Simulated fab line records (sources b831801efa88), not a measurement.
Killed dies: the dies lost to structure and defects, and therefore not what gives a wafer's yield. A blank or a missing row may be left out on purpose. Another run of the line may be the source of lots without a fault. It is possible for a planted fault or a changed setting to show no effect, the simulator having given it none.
fab line records	flow sky130
record: lots: 24	wafers: 72	last_day: 50
route steps=708 shown FIELD_ISO@24 VIA1@474 METAL2@485 CAPM@537 METAL3@565
lots with no fault: from the same line, run without faults
start_h: hours from the record's first day to the start of the lot's first wafer shown	wait_h: how many hours have passed since the lot's step before this one	" same as the row above	L1.1+2: a single row standing in for several wafers	- no value present, or no start provided	* or withheld: withheld	< > ~ a bound
route shown NAME@n: names a module that has steps shown in the file, with the first one's number in the route	usual: mean/standard deviation of fault-free wafers	same: alike in all rows	chamber/n: place in a boat	sites: the reading at each site	_std_site: the standard deviation of these	_edge_site: mean of outer sites minus mean of inner sites	radius_mm: for every site, how far away it sits from the centre of the wafer	mask NAME#n: copy n	behind: tool/chamber where the wafer was last shaped	hold: the reason the lot was held/the length of the hold in hours/how it ended	device: whichever transistor did not switch (one of n, p or np)	end of line: the route-end tests of the same wafers	where a step has no rows: the recipe by itself	killed: dies that structure and defects cost at the first sort, which is not the same as the wafer's yield	map: per-die view of a wafer (x killed, . not killed, _ where there is no die)
set.NAME: the setting the step ran with; set.NAME@STEP: the setting that earlier step ran with	model.NAME: the simulator's own value behind a step, which no gauge read
route steps across a sampled set of lots; one table per step, one row per wafer
services: from which hour (start_h, from the record's first day; less than 0 if before it) a tool's chamber was out of use, for how many hours, and why
== steps ==
step: SKY_FIELD_ISO_THK_MEAS_23
recipe: reads: SiO2_of_FIELD_ISO_OXIDATION_22
usual: FIELD_ISO_OXIDATION_01_THK: 10.07/0.16
lot.wafer	tool	chamber	start_h	wait_h	FIELD_ISO_OXIDATION_01_THK[nm]
L074.3	film_metro-02	-	31.59	0.0	10.32
L074.4	"	-	"	"	10.27
L074.5	"	-	"	"	10.32
L075.1	film_metro-03	-	36.00	0.0	10.10
L075.4	"	-	"	"	10.04
L075.6	"	-	"	"	10.15
L076.1	film_metro-04	-	41.23	0.0	9.79
L076.5	"	-	"	"	9.77
L076.6	"	-	"	"	9.99
L077.2	film_metro-03	-	46.27	0.0	10.03
L077.3	"	-	"	"	10.08
L077.5	"	-	"	"	10.25
L078.1	film_metro-04	-	52.86	0.0	10.15
L078.4	"	-	"	"	10.24
L078.5	"	-	"	"	10.00
L079.1	film_metro-04	-	55.63	0.0	10.14
L079.2	"	-	"	"	10.14
L079.6	"	-	"	"	10.07
L080.1	film_metro-02	-	60.98	0.0	10.07
L080.4	"	-	"	"	10.36
L080.5	"	-	"	"	10.17
L081.1	film_metro-03	-	68.42	0.0	10.16
L081.3	"	-	"	"	10.30
L081.5	"	-	"	"	10.24
L082.3	film_metro-02	-	74.46	0.0	9.95
L082.4	"	-	"	"	10.21
L082.6	"	-	"	"	10.00
L083.1	film_metro-03	-	77.85	0.0	9.83
L083.2	"	-	"	"	9.98
L083.3	"	-	"	"	9.88
L084.1	film_metro-02	-	82.48	0.0	10.02
L084.4	"	-	"	"	9.92
L084.6	"	-	"	"	10.03
L085.1	film_metro-04	-	90.25	0.0	10.23
L085.2	"	-	"	"	10.27
L085.6	"	-	"	"	10.08
L086.4	film_metro-04	-	95.36	0.0	10.19
L086.5	"	-	"	"	10.32
L086.6	"	-	"	"	10.47
L087.2	film_metro-04	-	99.14	0.0	10.18
L087.4	"	-	"	"	10.05
L087.6	"	-	"	"	9.97
L088.3	film_metro-04	-	103.56	0.0	9.99
L088.4	"	-	"	"	10.08
L088.6	"	-	"	"	10.01
L089.2	film_metro-02	-	109.82	0.0	9.86
L089.3	"	-	"	"	9.79
L089.5	"	-	"	"	9.84
L091.1	film_metro-03	-	122.99	0.0	10.08
L091.2	"	-	"	"	9.87
L091.4	"	-	"	"	10.09
L090.2	film_metro-04	-	123.00	0.0	10.24
L090.3	"	-	"	"	10.03
L090.4	"	-	"	"	10.04
L092.3	film_metro-02	-	125.72	0.0	10.03
L092.5	"	-	"	"	10.01
L092.6	"	-	"	"	9.87
L093.2	film_metro-03	-	131.39	0.0	9.68
L093.3	"	-	"	"	9.80
L093.5	"	-	"	"	9.77
L094.3	film_metro-04	-	135.65	0.0	9.92
L094.4	"	-	"	"	10.21
L094.6	"	-	"	"	10.23
L095.1	film_metro-04	-	145.06	0.0	10.19
L095.4	"	-	"	"	10.24
L095.6	"	-	"	"	10.20
L096.1	film_metro-02	-	145.06	0.0	10.11
L096.2	"	-	"	"	10.23
L096.5	"	-	"	"	10.04
L097.1	film_metro-03	-	156.67	0.0	9.93
L097.2	"	-	"	"	9.96
L097.4	"	-	"	"	10.00
step: SKY_VIA1_STRIP_16
recipe: chemistry: O2/N2	power_w: 1400	pressure_mtorr: 1500	platen_temp_c: withheld	o2_flow_sccm: 3000	n2_flow_sccm: 300	overash_fraction: 0.5
usual: drypump_motor_current_A: 5.6/0.6	n2_flow_sccm: 300.0/0.98	o2_flow_sccm: 2999/9.5	oes_product_au: 0.416/0.0047	strip_time_to_endpoint_s: 4.470/0.026
lot.wafer	tool	chamber	start_h	wait_h	drypump_motor_current_A	n2_flow_sccm	o2_flow_sccm	oes_product_au	rf_hours_counter_h	strip_time_to_endpoint_s
L074.3	plasma_asher-04	1	792.28	0.1	4.9	300.5	2973	0.422	-	4.457
L074.4	"	0	"	"	6.3	300.4	2995	0.412	-	4.458
L074.5	"	1	"	"	4.8	301.3	2991	0.415	-	4.478
L075.1	plasma_asher-03	0	796.13	0.0	5.7	299.7	3002	0.418	98	4.481
L075.4	"	1	"	"	6.2	302.3	2997	0.406	-	4.429
L075.6	"	1	"	"	6.2	302.2	2982	0.417	-	4.403
L076.1	plasma_asher-04	1	807.61	0.0	4.8	298.8	3000	0.414	39	4.484
L076.5	"	0	"	"	6.4	300.8	3007	0.414	-	4.450
L076.6	"	1	"	"	4.8	299.0	2991	0.425	-	4.494
L077.2	plasma_asher-03	1	817.01	0.0	6.2	301.0	3011	0.415	99	4.474
L077.3	"	0	"	"	5.7	298.0	3004	0.416	-	4.421
L077.5	"	0	"	"	5.7	300.1	2994	0.416	-	4.477
L078.1	plasma_asher-04	0	831.56	0.0	6.3	301.5	2988	0.417	43	4.503
L078.4	"	1	"	"	4.8	300.0	3022	0.417	-	4.486
L078.5	"	1	"	"	4.8	301.2	3024	0.419	-	4.465
L080.1	plasma_asher-03	0	833.03	0.0	5.7	299.1	2989	0.418	102	4.442
L080.4	"	1	"	"	6.2	299.7	3016	0.413	-	4.454
L080.5	"	0	"	"	5.7	298.7	2989	0.412	-	4.491
L079.1	plasma_asher-03	0	834.11	0.0	5.7	301.1	2994	0.417	102	4.518
L079.2	"	1	"	"	6.2	299.7	2986	0.414	102	4.476
L079.6	"	0	"	"	5.7	301.4	2980	0.428	-	4.496
L081.1	plasma_asher-04	1	858.06	0.0	4.8	299.0	2994	0.412	46	4.493
L081.3	"	1	"	"	4.8	299.4	2995	0.415	-	4.531
L081.5	"	1	"	"	4.8	299.5	2993	0.421	-	4.515
L082.3	plasma_asher-03	1	869.15	0.1	6.2	299.6	2993	0.415	-	4.498
L082.4	"	0	"	"	5.7	300.8	3010	0.413	-	4.434
L082.6	"	1	"	"	6.2	299.8	3008	0.417	-	4.496
L083.1	plasma_asher-04	1	871.40	0.0	4.8	299.1	2992	0.408	47	4.462
L083.2	"	0	"	"	6.4	300.1	3010	0.418	47	4.506
L083.3	"	0	"	"	6.4	300.3	3009	0.418	-	4.497
L084.1	plasma_asher-02	1	878.50	0.0	5.0	301.4	2999	0.417	9	4.451
L084.4	"	0	"	"	5.2	300.8	2984	0.412	-	4.466
L084.6	"	1	"	"	5.0	300.8	3000	0.420	-	4.488
L085.1	plasma_asher-04	0	885.58	0.0	6.4	300.5	2999	0.413	49	4.425
L085.2	"	1	"	"	4.8	299.6	3012	0.415	49	4.437
L085.6	"	1	"	"	4.8	299.5	3005	0.413	-	4.453
L086.4	plasma_asher-02	1	886.05	0.1	5.0	298.6	3005	0.417	-	4.456
L086.5	"	0	"	"	5.2	300.5	2999	0.415	-	4.527
L086.6	"	1	"	"	5.0	299.4	3005	0.417	-	4.461
L087.2	plasma_asher-02	1	893.06	0.0	5.0	301.9	3009	0.416	10	4.509
L087.4	"	1	"	"	5.0	300.8	3017	0.427	-	4.497
L087.6	"	0	"	"	5.2	299.6	3010	0.422	-	4.521
L088.3	plasma_asher-04	1	905.03	0.1	4.8	300.0	2987	0.414	-	4.481
L088.4	"	0	"	"	6.3	299.3	3002	0.418	-	4.459
L088.6	"	1	"	"	4.9	299.7	3004	0.414	-	4.499
L089.2	plasma_asher-03	1	917.88	0.0	6.2	299.7	3016	0.410	109	4.469
L089.3	"	1	"	"	6.2	299.2	2992	0.411	-	4.508
L089.5	"	1	"	"	6.2	298.0	3006	0.420	-	4.459
L091.1	plasma_asher-02	1	933.11	0.0	5.0	299.0	2989	0.408	12	4.447
L091.2	"	0	"	"	5.2	301.8	2993	0.418	12	4.466
L091.4	"	0	"	"	5.2	300.6	2990	0.416	-	4.486
L090.2	plasma_asher-02	0	935.35	0.0	5.2	301.6	2997	0.411	12	4.454
L090.3	"	0	"	"	5.2	300.8	3002	0.410	-	4.509
L090.4	"	1	"	"	5.0	299.5	2990	0.426	-	4.495
L092.3	plasma_asher-04	0	936.04	0.1	6.3	299.5	2997	0.418	-	4.498
L092.5	"	0	"	"	6.3	299.4	3002	0.418	-	4.498
L092.6	"	1	"	"	4.9	298.6	3011	0.410	-	4.488
L093.2	plasma_asher-04	0	937.67	0.0	6.3	299.2	2999	0.413	56	4.453
L093.3	"	0	"	"	6.4	298.5	2994	0.416	-	4.439
L093.5	"	0	"	"	6.4	298.9	3002	0.406	-	4.456
L094.3	plasma_asher-02	1	941.71	0.1	5.0	300.3	2987	0.426	-	4.479
L094.4	"	0	"	"	5.2	301.5	2996	0.419	-	4.477
L094.6	"	0	"	"	5.2	300.9	3008	0.424	-	4.475
L095.1	plasma_asher-03	1	956.85	0.0	6.2	300.3	3007	0.406	113	4.467
L095.4	"	0	"	"	5.7	298.9	2987	0.423	-	4.457
L095.6	"	0	"	"	5.7	300.7	2996	0.413	-	4.464
L096.1	plasma_asher-02	0	957.20	0.0	5.2	300.3	3000	0.417	14	4.409
L096.2	"	1	"	"	5.0	301.4	2992	0.410	14	4.440
L096.5	"	1	"	"	5.0	302.3	2992	0.427	-	4.430
L097.1	plasma_asher-03	1	964.20	0.0	6.2	298.6	3008	0.411	114	4.438
L097.2	"	0	"	"	5.7	299.3	3002	0.410	114	4.450
L097.4	"	1	"	"	6.2	300.1	3000	0.415	-	4.414
step: SKY_METAL2_SPUTTER_02
recipe: material: AlCu	target_thk_nm: 250	power_w: 10600	time_s: 13.3	chamber_pressure_pa: 0.4
usual: throttle_valve_pct: 30.0/1.3
same: time_s: 13.3
lot.wafer	tool	chamber	start_h	wait_h	throttle_valve_pct
L074.3	pvd_sputter-04	-	793.52	0.0	27.4
L074.4	"	-	"	"	32.4
L074.5	"	-	"	"	28.9
L075.1	pvd_sputter-03	-	797.59	0.0	29.7
L075.4	"	-	"	"	29.6
L075.6	"	-	"	"	29.8
L076.1	pvd_sputter-04	-	808.89	0.0	29.4
L076.5	"	-	"	"	32.3
L076.6	"	-	"	"	28.9
L077.2	pvd_sputter-03	-	818.29	0.0	29.3
L077.3	"	-	"	"	30.2
L077.5	"	-	"	"	29.7
L078.1	pvd_sputter-03	-	832.88	0.0	29.7
L078.4	"	-	"	"	29.8
L078.5	"	-	"	"	29.7
L080.1	pvd_sputter-04	-	834.35	0.0	32.3
L080.4	"	-	"	"	28.8
L080.5	"	-	"	"	28.6
L079.1	pvd_sputter-04	-	835.42	0.0	27.0
L079.2	"	-	"	"	28.8
L079.6	"	-	"	"	29.1
L081.1	pvd_sputter-04	-	859.40	0.0	28.8
L081.3	"	-	"	"	32.4
L081.5	"	-	"	"	28.6
L082.3	pvd_sputter-04	-	870.44	0.0	28.8
L082.4	"	-	"	"	32.3
L082.6	"	-	"	"	29.3
L083.1	pvd_sputter-01	-	872.75	0.0	31.1
L083.2	"	-	"	"	29.4
L083.3	"	-	"	"	30.1
L084.1	pvd_sputter-01	-	879.80	0.0	29.8
L084.4	"	-	"	"	30.9
L084.6	"	-	"	"	29.8
L085.1	pvd_sputter-01	-	886.90	0.0	31.0
L085.2	"	-	"	"	29.8
L085.6	"	-	"	"	30.2
L086.4	pvd_sputter-03	-	887.33	0.0	30.4
L086.5	"	-	"	"	30.0
L086.6	"	-	"	"	29.8
L087.2	pvd_sputter-01	-	894.35	0.0	30.9
L087.4	"	-	"	"	30.9
L087.6	"	-	"	"	30.2
L088.3	pvd_sputter-03	-	906.30	0.0	31.4
L088.4	"	-	"	"	30.2
L088.6	"	-	"	"	31.3
L089.2	pvd_sputter-01	-	919.16	0.0	30.0
L089.3	"	-	"	"	31.1
L089.5	"	-	"	"	30.1
L091.1	pvd_sputter-01	-	934.39	0.0	31.1
L091.2	"	-	"	"	30.0
L091.4	"	-	"	"	31.1
L090.2	pvd_sputter-01	-	936.62	0.0	31.0
L090.3	"	-	"	"	29.7
L090.4	"	-	"	"	30.0
L092.3	pvd_sputter-04	-	937.28	0.0	32.5
L092.5	"	-	"	"	29.0
L092.6	"	-	"	"	32.0
L093.2	pvd_sputter-04	-	938.98	0.0	27.7
L093.3	"	-	"	"	32.6
L093.5	"	-	"	"	32.4
L094.3	pvd_sputter-01	-	943.30	0.0	30.0
L094.4	"	-	"	"	30.8
L094.6	"	-	"	"	30.7
L095.1	pvd_sputter-04	-	958.21	0.0	29.1
L095.4	"	-	"	"	27.2
L095.6	"	-	"	"	29.0
L096.1	pvd_sputter-03	-	958.56	0.0	29.5
L096.2	"	-	"	"	31.4
L096.5	"	-	"	"	30.2
L097.1	pvd_sputter-03	-	965.53	0.0	30.9
L097.2	"	-	"	"	30.4
L097.4	"	-	"	"	29.6
step: SKY_METAL2_DESCUM_17
recipe: chemistry: O2	source_power_w: 150	bias_power_w: 0	pressure_mtorr: 10	temp_c: 40	time_s: 8
usual: drypump_motor_current_A: 5.7/0.47	oes_product_au: 0.995/0.012	temp_c: 40.00/0.1
same: time_s: 8
lot.wafer	tool	chamber	start_h	wait_h	drypump_motor_current_A	oes_product_au	rf_hours_counter_h	temp_c
L074.3	rie_metal-03	0	820.07	0.0	5.8	1.006	-	39.92
L074.4	"	1	"	"	5.4	0.979	-	39.96
L074.5	"	0	"	"	5.8	0.994	-	40.09
L075.1	rie_metal-03	0	825.11	0.0	5.7	1.005	2	40.09
L075.4	"	1	"	"	5.5	0.987	-	39.92
L075.6	"	1	"	"	5.5	0.983	-	39.79
L076.1	rie_metal-01	1	835.87	0.0	6.2	0.994	4	40.07
L076.5	"	1	"	"	6.3	0.988	-	40.12
L076.6	"	0	"	"	5.1	1.005	-	39.97
L077.2	rie_metal-03	1	845.45	0.0	5.5	0.981	1	40.11
L077.3	"	1	"	"	5.4	0.988	-	39.90
L077.5	"	1	"	"	5.5	0.982	-	39.96
L078.1	rie_metal-01	0	859.12	0.0	5.1	0.989	11	40.12
L078.4	"	1	"	"	6.3	0.979	-	40.02
L078.5	"	1	"	"	6.3	0.982	-	40.02
L080.1	rie_metal-02	1	860.90	0.0	6.5	1.025	5	40.04
L080.4	"	0	"	"	5.4	0.999	-	39.90
L080.5	"	1	"	"	6.5	1.025	-	40.09
L079.1	rie_metal-03	0	861.61	0.0	5.8	1.004	4	39.99
L079.2	"	1	"	"	5.4	0.977	2	40.09
L079.6	"	1	"	"	5.4	0.980	-	39.90
L081.1	rie_metal-02	1	885.71	0.0	6.5	1.024	6	39.86
L081.3	"	0	"	"	5.4	0.999	-	39.96
L081.5	"	1	"	"	6.5	1.021	-	40.01
L082.3	rie_metal-01	0	896.12	0.0	5.1	0.987	-	40.09
L082.4	"	1	"	"	6.3	0.982	-	40.03
L082.6	"	0	"	"	5.1	0.983	-	40.12
L083.1	rie_metal-03	0	897.90	0.0	5.8	0.995	4	39.98
L083.2	"	1	"	"	5.4	0.986	2	39.98
L083.3	"	0	"	"	5.8	1.000	-	39.98
L084.1	rie_metal-03	0	905.67	0.0	5.8	0.992	5	39.94
L084.4	"	0	"	"	5.8	1.000	-	40.02
L084.6	"	0	"	"	5.8	1.006	-	40.01
L085.1	rie_metal-01	1	912.91	0.0	6.3	0.979	9	40.11
L085.2	"	0	"	"	5.1	0.989	15	39.86
L085.6	"	0	"	"	5.1	0.994	-	39.88
L086.4	rie_metal-03	0	913.06	0.0	5.8	0.999	-	39.94
L086.5	"	0	"	"	5.7	1.005	-	40.14
L086.6	"	1	"	"	5.5	0.991	-	39.96
L087.2	rie_metal-03	0	919.65	0.0	5.8	1.002	5	39.98
L087.4	"	0	"	"	5.8	1.001	-	39.95
L087.6	"	1	"	"	5.5	0.984	-	39.92
L088.3	rie_metal-02	1	931.53	0.0	6.5	1.013	-	40.02
L088.4	"	0	"	"	5.4	0.988	-	39.71
L088.6	"	0	"	"	5.4	0.980	-	39.82
L089.2	rie_metal-03	1	944.26	0.0	5.5	0.993	5	39.99
L089.3	"	1	"	"	5.5	0.991	-	40.12
L089.5	"	0	"	"	5.8	1.013	-	39.86
L091.1	rie_metal-01	0	959.31	0.0	5.0	1.006	17	40.23
L091.2	"	1	"	"	6.2	0.995	12	39.90
L091.4	"	0	"	"	5.0	0.998	-	40.09
L090.2	rie_metal-01	1	961.32	0.0	6.2	0.981	12	40.03
L090.3	"	0	"	"	5.1	0.997	-	39.89
L090.4	"	1	"	"	6.2	0.992	-	39.87
L092.3	rie_metal-02	1	962.02	0.0	6.5	1.004	-	40.11
L092.5	"	0	"	"	5.4	0.980	-	40.26
L092.6	"	1	"	"	6.5	1.000	-	39.86
L093.2	rie_metal-01	1	964.21	0.0	6.3	0.985	-	39.97
L093.3	"	1	"	"	6.3	0.990	-	40.07
L093.5	"	1	"	"	6.3	0.985	-	40.04
L094.3	rie_metal-02	1	968.34	0.0	6.5	1.017	-	40.03
L094.4	"	0	"	"	5.4	0.991	-	39.89
L094.6	"	0	"	"	5.4	0.992	-	39.76
L095.1	rie_metal-02	1	982.87	0.0	6.5	1.007	11	40.02
L095.4	"	0	"	"	5.4	0.984	-	39.90
L095.6	"	1	"	"	6.5	1.014	-	40.02
L096.1	rie_metal-01	0	983.36	0.0	5.1	0.984	18	40.01
L096.2	"	1	"	"	6.2	0.993	13	40.01
L096.5	"	1	"	"	6.2	0.990	-	40.02
L097.1	rie_metal-03	1	990.55	0.0	5.4	0.992	7	39.75
L097.2	"	0	"	"	5.7	1.012	9	40.05
L097.4	"	0	"	"	5.8	1.006	-	40.22
step: SKY_CAPM_CVD_00
recipe: material: SiO2	target_thk_nm: 15.5	temp_c: 400	time_s: withheld	rf_w: 450
usual: heater_power_w: 741/75	susceptor_temp_C: 400.02/0.21
lot.wafer	tool	chamber	start_h	wait_h	heater_power_w	susceptor_temp_C
L074.3	pecvd-02	0	849.37	0.0	669	400.02
L074.4	"	2	"	"	670	399.99
L074.5	"	0	"	"	681	400.00
L075.1	pecvd-03	1	854.70	0.0	598	399.98
L075.4	"	2	"	"	781	400.25
L075.6	"	0	"	"	730	399.69
L076.1	pecvd-02	1	864.66	0.0	666	400.19
L076.5	"	0	"	"	745	399.90
L076.6	"	1	"	"	702	400.27
L077.2	pecvd-01	0	874.53	0.0	885	399.86
L077.3	"	1	"	"	878	400.41
L077.5	"	0	"	"	839	400.16
L078.1	pecvd-02	2	887.58	0.0	595	400.19
L078.4	"	0	"	"	762	400.64
L078.5	"	1	"	"	710	399.90
L080.1	pecvd-03	1	889.08	0.0	641	400.16
L080.4	"	1	"	"	636	400.15
L080.5	"	2	"	"	746	399.66
L079.1	pecvd-01	2	889.80	0.0	682	400.09
L079.2	"	1	"	"	814	399.93
L079.6	"	0	"	"	825	399.94
L081.1	pecvd-02	0	913.62	0.0	744	400.05
L081.3	"	2	"	"	559	399.84
L081.5	"	0	"	"	748	399.85
L082.3	pecvd-03	2	923.75	0.0	778	399.62
L082.4	"	2	"	"	752	399.87
L082.6	"	0	"	"	786	399.73
L083.1	pecvd-01	2	926.17	0.0	665	399.89
L083.2	"	1	"	"	854	400.11
L083.3	"	0	"	"	777	399.85
L084.1	pecvd-01	2	933.82	0.0	666	399.91
L084.4	"	0	"	"	822	399.95
L084.6	"	2	"	"	650	400.11
L085.1	pecvd-02	2	941.06	0.0	668	399.68
L085.2	"	1	"	"	773	399.93
L085.6	"	1	"	"	769	399.78
L086.4	pecvd-01	0	941.94	0.0	943	400.11
L086.5	"	1	"	"	873	400.10
L086.6	"	2	"	"	778	400.11
L087.2	pecvd-02	1	947.77	0.0	707	399.97
L087.4	"	2	"	"	675	399.77
L087.6	"	1	"	"	721	400.16
L088.3	pecvd-02	1	959.42	0.0	759	400.09
L088.4	"	1	"	"	802	399.88
L088.6	"	0	"	"	805	400.12
L089.2	pecvd-03	2	972.51	0.0	800	399.93
L089.3	"	0	"	"	676	400.19
L089.5	"	1	"	"	656	399.87
L091.1	pecvd-01	2	987.74	0.0	715	400.01
L091.2	"	1	"	"	785	399.90
L091.4	"	1	"	"	795	400.01
L090.2	pecvd-03	0	989.21	0.0	776	399.75
L090.3	"	1	"	"	725	399.49
L090.4	"	2	"	"	781	400.04
L092.3	pecvd-02	1	989.82	0.0	799	400.24
L092.5	"	1	"	"	804	399.89
L092.6	"	2	"	"	634	399.99
L093.2	pecvd-01	2	992.77	0.0	768	400.32
L093.3	"	1	"	"	748	400.03
L093.5	"	2	"	"	780	399.95
L094.3	pecvd-03	1	995.67	0.0	711	400.05
L094.4	"	2	"	"	725	400.35
L094.6	"	1	"	"	705	400.20
L096.1	pecvd-02	1	1010.12	0.0	768	399.95
L096.2	"	2	"	"	655	400.31
L096.5	"	0	"	"	783	399.75
L095.1	pecvd-03	0	1010.25	0.0	683	399.96
L095.4	"	0	"	"	686	399.89
L095.6	"	2	"	"	707	400.22
L097.1	pecvd-03	1	1017.05	0.0	619	399.72
L097.2	"	2	"	"	814	400.16
L097.4	"	2	"	"	795	400.11
step: SKY_METAL3_DESCUM_15
recipe: chemistry: O2	source_power_w: 150	bias_power_w: 0	pressure_mtorr: 10	temp_c: 40	time_s: 8
usual: drypump_motor_current_A: 5.6/0.49	oes_product_au: 0.997/0.011	temp_c: 40.02/0.11
same: time_s: 8
lot.wafer	tool	chamber	start_h	wait_h	drypump_motor_current_A	oes_product_au	rf_hours_counter_h	temp_c
L074.3	rie_metal-01	0	902.17	0.0	5.1	0.995	-	40.17
L074.4	"	1	"	"	6.3	0.991	-	39.87
L074.5	"	0	"	"	5.1	0.993	-	40.06
L075.1	rie_metal-03	0	907.84	0.0	5.8	1.005	5	40.12
L075.4	"	0	"	"	5.8	0.999	-	40.27
L075.6	"	0	"	"	5.7	1.000	-	40.00
L076.1	rie_metal-03	1	915.39	0.0	5.5	0.990	4	39.93
L076.5	"	1	"	"	5.4	0.984	-	39.74
L076.6	"	0	"	"	5.7	1.011	-	40.09
L077.2	rie_metal-03	0	925.06	0.0	5.8	1.010	6	40.03
L077.3	"	1	"	"	5.5	0.986	-	40.17
L077.5	"	0	"	"	5.8	1.006	-	40.09
L078.1	rie_metal-03	0	939.11	0.0	5.7	1.008	6	39.98
L078.4	"	0	"	"	5.8	0.999	-	40.13
L078.5	"	0	"	"	5.8	1.005	-	40.07
L080.1	rie_metal-01	0	940.67	0.0	5.1	0.988	16	40.03
L080.4	"	0	"	"	5.1	0.992	-	40.01
L080.5	"	1	"	"	6.3	0.979	-	39.97
L079.1	rie_metal-04	0	941.32	0.0	5.0	1.006	6	40.07
L079.2	"	1	"	"	6.2	1.003	16	40.11
L079.6	"	0	"	"	5.0	1.015	-	39.95
L081.1	rie_metal-04	0	964.94	0.0	5.0	1.017	7	39.86
L081.3	"	0	"	"	5.0	1.009	-	40.10
L081.5	"	0	"	"	5.0	1.012	-	39.98
L082.3	rie_metal-01	1	974.52	0.0	6.2	0.996	-	40.18
L082.4	"	0	"	"	5.1	0.987	-	40.09
L082.6	"	1	"	"	6.3	0.991	-	40.21
L083.1	rie_metal-01	1	976.17	0.0	6.3	0.977	13	40.12
L083.2	"	0	"	"	5.1	0.982	18	39.98
L083.3	"	0	"	"	5.1	0.989	-	39.94
L084.1	rie_metal-04	0	982.11	0.0	5.0	1.007	9	40.24
L084.4	"	0	"	"	5.0	0.999	-	40.08
L084.6	"	0	"	"	5.0	1.012	-	39.97
L085.1	rie_metal-03	1	990.21	0.0	5.5	0.988	7	39.92
L085.2	"	0	"	"	5.8	1.015	9	39.91
L085.6	"	1	"	"	5.5	0.983	-	40.04
L086.4	rie_metal-04	0	991.96	0.0	5.0	0.996	-	39.97
L086.5	"	0	"	"	5.0	1.001	-	40.01
L086.6	"	0	"	"	5.0	0.997	-	39.92
L087.2	rie_metal-01	1	997.39	0.0	6.3	0.975	14	39.84
L087.4	"	1	"	"	6.3	0.993	-	40.00
L087.6	"	1	"	"	6.3	0.985	-	39.90
L088.3	rie_metal-01	1	1008.90	0.0	6.3	0.977	-	39.98
L088.4	"	0	"	"	5.1	0.983	-	40.19
L088.6	"	0	"	"	5.1	0.982	-	40.22
L089.2	rie_metal-04	1	1020.19	0.0	6.2	1.012	18	40.16
L089.3	"	0	"	"	5.0	1.006	-	39.97
L089.5	"	0	"	"	5.0	1.015	-	40.03
L091.1	rie_metal-03	1	1034.87	0.0	5.5	0.991	9	39.98
L091.2	"	0	"	"	5.7	1.002	11	40.29
L091.4	"	1	"	"	5.5	0.995	-	39.94
L090.2	rie_metal-03	0	1036.22	0.0	5.8	1.008	11	39.79
L090.3	"	1	"	"	5.4	0.998	-	40.13
L090.4	"	0	"	"	5.8	1.015	-	40.01
L092.3	rie_metal-03	1	1037.37	0.0	5.5	0.999	-	39.93
L092.5	"	0	"	"	5.7	1.001	-	39.97
L092.6	"	1	"	"	5.5	0.994	-	40.05
L093.2	rie_metal-04	0	1039.31	0.0	5.0	0.998	13	39.78
L093.3	"	0	"	"	5.0	0.995	-	39.93
L093.5	"	1	"	"	6.2	1.004	-	40.03
L094.3	rie_metal-01	0	1041.44	0.0	5.1	1.013	-	39.82
L094.4	"	1	"	"	6.3	0.985	-	39.83
L094.6	"	0	"	"	5.1	0.995	-	40.05
L096.1	rie_metal-01	0	1055.41	0.0	5.1	1.002	21	39.89
L096.2	"	1	"	"	6.3	0.985	18	40.15
L096.5	"	1	"	"	6.3	0.978	-	40.00
L095.1	rie_metal-03	1	1056.41	0.0	5.5	0.995	11	39.93
L095.4	"	1	"	"	5.5	0.994	-	39.94
L095.6	"	0	"	"	5.7	1.002	-	39.92
L097.1	rie_metal-04	0	1062.28	0.0	5.0	1.005	16	40.08
L097.2	"	0	"	"	5.0	1.018	-	39.79
L097.4	"	0	"	"	5.0	1.012	-	39.92
== services ==
tool	chamber	start_h	hours	kind
pecvd-02	-	801.63	0.8	pm
plasma_asher-03	-	813.62	2.5	repair
pecvd-03	-	818.06	1.0	repair
pvd_sputter-04	-	837.54	0.6	repair
pecvd-02	-	838.20	1.9	repair
plasma_asher-03	-	848.58	3.2	repair
rie_metal-03	-	849.98	1.0	repair
rie_metal-03	-	874.15	14.6	pm
plasma_asher-03	-	884.42	2.8	pm
pvd_sputter-04	-	884.93	7.9	repair
plasma_asher-04	-	890.45	4.6	repair
rie_metal-03	-	892.46	1.4	pm
plasma_asher-03	-	892.85	1.6	repair
pvd_sputter-04	-	893.58	7.7	repair
plasma_asher-03	-	902.20	14.6	pm
pecvd-02	2	902.98	6.7	repair
pecvd-03	1	927.02	15.6	repair
pvd_sputter-04	-	935.92	1.0	repair
rie_metal-01	0	962.68	7.9	repair
plasma_asher-04	-	981.31	8.4	pm
rie_metal-01	-	1003.06	2.8	pm
pecvd-02	2	1003.34	6.2	repair
pecvd-02	-	1004.72	1.4	repair
rie_metal-01	0	1017.56	19.1	repair
== key ==
fault none
